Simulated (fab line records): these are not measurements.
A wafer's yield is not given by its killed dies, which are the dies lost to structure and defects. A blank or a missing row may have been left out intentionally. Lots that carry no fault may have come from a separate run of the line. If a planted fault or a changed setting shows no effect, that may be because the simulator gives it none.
A struck lot beside a sound one -- flow gf180mcu -- 22 steps out of a route of 602
Sound: these wafers, L553.2, L553.3, L553.4. Struck: wafers L564.2, L564.3, L564.5. The cause comes at the end.
Each step with rows lists, per side, the tool, then ch with its chambers, then its first start. Under that, the readings that differ: sound wafers -- struck wafers -- difference of the means -- sigmas: that difference in standard deviations of wafers without a fault.
alike: readings whose means differ by less than 2 such deviations, and words and numbers that are the same on both sides. not compared: withheld readings, readings that some wafer has no value for, bounds like >300 that may hide the same value, and numbers for which the record gives no deviation and whose values overlap.
A row with sigmas, a row that says differs or no value, or rows on one side alone: a step with any of these is where the two part. Numbers that don't overlap but have no deviation are shown without sigmas and don't part them. A reading missing from all wafers of one side parts the sides only when that side holds two or more wafers.

first, 3 steps without rows for these wafers: GF_M3_STRIP_18 (strips in post etch residue remover, time 1200 s); GF_M3_CLEAN_19 (cleans in DIW); GF_V3_CVD_00 (deposits SiO2, target thk 600 nm, time 100 s).
GF_V3_THK_MEAS_01:
  sound: filmMetro-01 at day 23 16:27; struck: filmMetro-03 at day 27 06:46
  alike: V3_CVD_00_THK
GF_V3_CVD_02: deposits SiO2 from TEOS, target thk 850 nm, time 94.851 s.
  sound on pecvd-03 ch 1,2, day 23 16:30; struck on pecvd-04 ch 0,1,2, day 27 06:49
  alike: heaterPowerW, susceptorTempC
GF_V3_THK_MEAS_03:
  sound: filmMetro-03 at day 23 16:35; struck: filmMetro-01 at day 27 06:53
  alike: V3_CVD_02_THK
GF_V3_CMP_04: polishes SiO2.
  sound on cmp-01 ch 0,1,3, day 23 16:41; struck on cmp-01 ch 0,1, day 27 06:56
  alike: motorCurrentA, platenRpm, timeToEndpointS
GF_V3_BOW_MEAS_05:
  sound: filmMetro-03 at day 23 16:57; struck: filmMetro-01 at day 27 07:16
reading,sound,struck,difference,sigmas
V3_BOW (um),109 101 111,129 123 123,+18,+2
then, 4 steps without rows for these wafers: GF_V3_DEHYDRATE_06 (time 60 s); GF_V3_HMDS_07 (prime time 60 s); GF_V3_COAT_08; GF_V3_COAT_09 (resist thk 1000 nm).
GF_V3_SOFTBAKE_10: time 60 s.
  sound on lithoTrack-02 ch 0, day 24 04:00; struck on lithoTrack-02 ch 0, day 27 17:00
reading,sound,struck,difference,sigmas
heaterPowerTotalW (W),93.12 93.11 93.09,101.88 101.83 101.87,+8.75,+99 or more
plateTempC (C),130.01 130.09 130.10,139.32 139.33 139.22,+9.22,+71
model.KrF_of_V3_COAT_09.thkNm (nm),998.3 1000 999.9,993 992.9 990.8,-7,
then, 2 steps without rows for these wafers: GF_V3_EXPOSE_11 (exposes mask Via3, target cd 260 nm); GF_V3_PEB_12 (peb time 90 s).
GF_V3_DEVELOP_13: develop time 60 s.
  sound on lithoTrack-02 ch 0, day 24 14:53; struck on lithoTrack-04 ch 0, day 28 03:18
reading,sound,struck,difference,sigmas
model.V3.cdNm (nm),257.9 259.9 259.5,291.3 291.1 291.2,+32.1,
model.KrF_of_V3_COAT_09.thkNm (nm),983.4 985.1 985,978.2 978.2 976,-7.0,
GF_V3_CD_MEAS_14: target cd 260 nm.
  sound: cdSem-02 at day 24 15:02; struck: cdSem-01 at day 28 03:26
reading,sound,struck,difference,sigmas
cdNm (nm),257.9 260.1 259.4,291.5 290.9 291.3,+32.1,+25
GF_V3_OVL_MEAS_15:
  sound: overlay-01 at day 24 15:08; struck: overlay-01 at day 28 03:33
  alike: V3_OVL
GF_V3_ETCH_16: etches BARC in N2/H2.
  sound on rieDiel-04 ch 0,1,3, day 24 15:10; struck on rieDiel-01 ch 0,1,3, day 28 03:35
  alike: drypumpMotorCurrentA, oesProductAu, throttleValvePct
GF_V3_ETCH_17: etches SiO2 in C4F8/O2/Ar, stops on TiN, target depth 635 nm.
  sound on rieDiel-04 ch 0,1,3; struck on rieDiel-01 ch 0,1,3
reading,sound,struck,difference,sigmas
model.V3.cdNm (nm),258.4 259.6 259.7,290.7 290.9 291,+31.6,
  alike: oesProductAu
GF_V3_STRIP_18: strips in O2/N2.
  sound on plasmaAsher-03 ch 0,1, day 24 15:18; struck on plasmaAsher-03 ch 0,1, day 28 03:43
  alike: drypumpMotorCurrentA, heaterPowerW, oesProductAu
  not compared: rfHoursCounterH
-- the record jumps here: 6 days lie between the struck wafers' starts before and after (it left off in module V3 and takes up again in module PASSIVATION, whose first step shown is number 602 of the route) --
GF_PASSIVATION_PROBE_99:
  sound: prober-02 at day 30 21:55; struck: prober-01 at day 33 17:39
reading,sound,struck,difference,sigmas
model.etest.via3Chain.rcOhm,6.552 6.19 6.46,5.274 5.233 5.093,-1.201,

## WHERE THEY PART
At GF_V3_BOW_MEAS_05 first; at GF_V3_CD_MEAS_14 last (within this record only). Later steps at which nothing parts them and some readings are alike: GF_V3_OVL_MEAS_15, GF_V3_ETCH_16, GF_V3_ETCH_17, GF_V3_STRIP_18.

WHY: the cause the simulator had injected
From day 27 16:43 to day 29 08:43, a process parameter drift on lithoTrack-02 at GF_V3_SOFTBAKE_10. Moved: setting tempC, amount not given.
